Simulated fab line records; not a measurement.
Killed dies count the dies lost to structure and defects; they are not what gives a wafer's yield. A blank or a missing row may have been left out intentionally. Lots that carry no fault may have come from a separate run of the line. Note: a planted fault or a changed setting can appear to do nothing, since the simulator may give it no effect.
Comparing a struck lot with a sound one :: flow sky130 :: 36 steps out of a route of 708
Sound: the wafers L986.1, L986.3, L986.6. Wafers L999.1, L999.3, L999.6 were the ones struck. The cause comes at the end.
Order at every step that has rows: each side's tool, ch and its chambers, its first start. Under that, the readings that differ: sound wafers :: struck wafers :: difference of the means :: sigmas: that difference in standard deviations of wafers without a fault.
alike: readings whose means differ by less than 2 such deviations, and words and numbers that are the same on both sides. not compared: withheld readings, readings that some wafer has no value for, bounds like >300 that may hide the same value, and numbers for which the record gives no deviation and whose values overlap.
The two part at a step that has a row with sigmas, a row that says differs or no value, or rows on one side only. Non-overlapping numbers with no deviation appear without sigmas and do not part them. A reading missing from all wafers of one side parts the sides only when that side holds two or more wafers.

first, 10 steps without rows for these wafers: SKY_GATE_OXIDE_COAT_05 (resist thk 1140 nm); SKY_GATE_OXIDE_SOFTBAKE_06 (time 60 s); SKY_GATE_OXIDE_EXPOSE_07 (exposes mask LVOM, target cd 600 nm); SKY_GATE_OXIDE_PEB_08; SKY_GATE_OXIDE_DEVELOP_09 (develop time 60 s); SKY_GATE_OXIDE_IMPLANT_11; SKY_GATE_OXIDE_WET_ETCH_12 (etches SiO2 in dHF, target depth 16.8 nm, time 336 s); SKY_GATE_OXIDE_STRIP_13 (strips in O2/N2); SKY_GATE_OXIDE_CLEAN_15 (cleans in SC1/SC2, time 150 s); SKY_GATE_OXIDE_OXIDATION_16 (stabilise 600 s, purge 300 s, target thk 3.57 nm).
SKY_POLY_GATE_CVD_00: deposits poly-Si, target thk 180 nm, time 720 s.
  sound on lpcvd-01 ch 1, day 13 23:45; struck on lpcvd-01 ch 0, day 18 21:07
reading: model.poly-Si_of_POLY_GATE_CVD_00.thk nm (nm)
sound: 176.6 178 179.8
struck: 190.3 190.2 188.2
difference: +11.4
sigmas: 
  alike: spike tc lower C
SKY_POLY_GATE_THK_MEAS_01:
  sound on film metro-03, day 14 00:57; struck on film metro-03, day 18 22:19
reading: POLY_GATE_CVD_00_THK (nm)
sound: 176.6 178.1 179.8
struck: 190.2 190.2 188.1
difference: +11.3
sigmas: +6
then, 9 steps without rows for these wafers: SKY_RES_PROTECT_DEHYDRATE_00 (time 60 s); SKY_RES_PROTECT_HMDS_01 (prime time 60 s); SKY_RES_PROTECT_COAT_02 (resist thk 1140 nm); SKY_RES_PROTECT_SOFTBAKE_03 (time 60 s); SKY_RES_PROTECT_EXPOSE_04 (exposes mask RPM, target cd 1270 nm); SKY_RES_PROTECT_PEB_05; SKY_RES_PROTECT_DEVELOP_06 (develop time 60 s); SKY_POLY_GATE_IMPLANT_02; SKY_RES_PROTECT_STRIP_07 (strips in O2/N2).
SKY_RES_PROTECT_CLEAN_09: cleans in SC1/SC2, time 150 s.
  sound on wet bench-04 ch 3, day 15 03:27; struck on wet bench-03 ch 2, day 20 05:24
reading: model.poly-Si_of_POLY_GATE_CVD_00.thk nm (nm)
sound: 176 177.4 179.1
struck: 189.6 189.6 187.6
difference: +11.4
sigmas: 
  alike: bath guard temp C
then, 11 steps without rows for these wafers: SKY_POLY_GATE_CVD_03 (deposits Si3N4 from DCS/NH3, target thk 75 nm, time 1290 s); SKY_POLY_GATE_DEHYDRATE_05 (time 60 s); SKY_POLY_GATE_HMDS_06 (prime time 60 s); SKY_POLY_GATE_COAT_07 (resist thk 110 nm); SKY_POLY_GATE_COAT_08 (resist thk 450 nm); SKY_POLY_GATE_SOFTBAKE_09 (time 90 s); SKY_POLY_GATE_EXPOSE_10 (exposes mask P1M, target cd 150 nm); SKY_POLY_GATE_PEB_11; SKY_POLY_GATE_DEVELOP_12 (develop time 60 s); SKY_POLY_GATE_ETCH_15 (etches BARC in N2/H2, stops on SiO2, time 118.5 s, target depth 110 nm); SKY_POLY_GATE_ETCH_16 (etches Si3N4 in CH3F/O2, stops on poly-Si, time 147.5 s, target depth 75 nm).
SKY_POLY_GATE_ETCH_17: etches poly-Si in HBr/Cl2, stops on SiO2, target depth 180 nm, time 70.5 s.
  sound on rie si-02 ch 1,3, day 16 10:22; struck on rie si-02 ch 2,3, day 21 14:11
reading: oes product au (a.u.)
sound: 0.980 0.979 0.992
struck: 1.005 1.012 1.005
difference: +0.024
sigmas: +3

reading: model.etch.depth nm (nm)
sound: 176 177.4 179.1
struck: 182.8 183.3 183.4
difference: +5.7
sigmas: 

reading: model.POLY_GATE.feature depth nm (nm)
sound: 176 177.4 179.1
struck: 182.8 183.3 183.4
difference: +5.7
sigmas: 
  alike: drypump motor current A, he backside leak sccm, throttle valve pct
  not compared: rf hours counter h
then, 1 step without rows for these wafers: SKY_POLY_GATE_STRIP_18 (strips in O2/N2).
-- here the record skips 28 days between the struck wafers' starts before and after, leaving off in module POLY_GATE and picking up in module PAD_OPEN (first step shown: number 708 of the route) --
SKY_PAD_OPEN_PROBE_99:
  sound on prober-02, day 45 21:59; struck on prober-01, day 49 04:42
reading: killed_at_M4_up
sound: 2 2 3
struck: 8 8 5
difference: +5
sigmas: +3

reading: model.etest.res poly.rs ohm sq
sound: 48.5 47.92 49.07
struck: 46.33 46.46 45.42
difference: -2.43
sigmas: 
  alike: killed_at_M0_to_M3, killed at contacts, killed at front end, killed at other, killed dies, killed open, killed short

== WHERE THEY PART ==
Last at SKY_PAD_OPEN_PROBE_99 as far as this record goes, first at SKY_POLY_GATE_THK_MEAS_01.

WHY: the cause the simulator had injected
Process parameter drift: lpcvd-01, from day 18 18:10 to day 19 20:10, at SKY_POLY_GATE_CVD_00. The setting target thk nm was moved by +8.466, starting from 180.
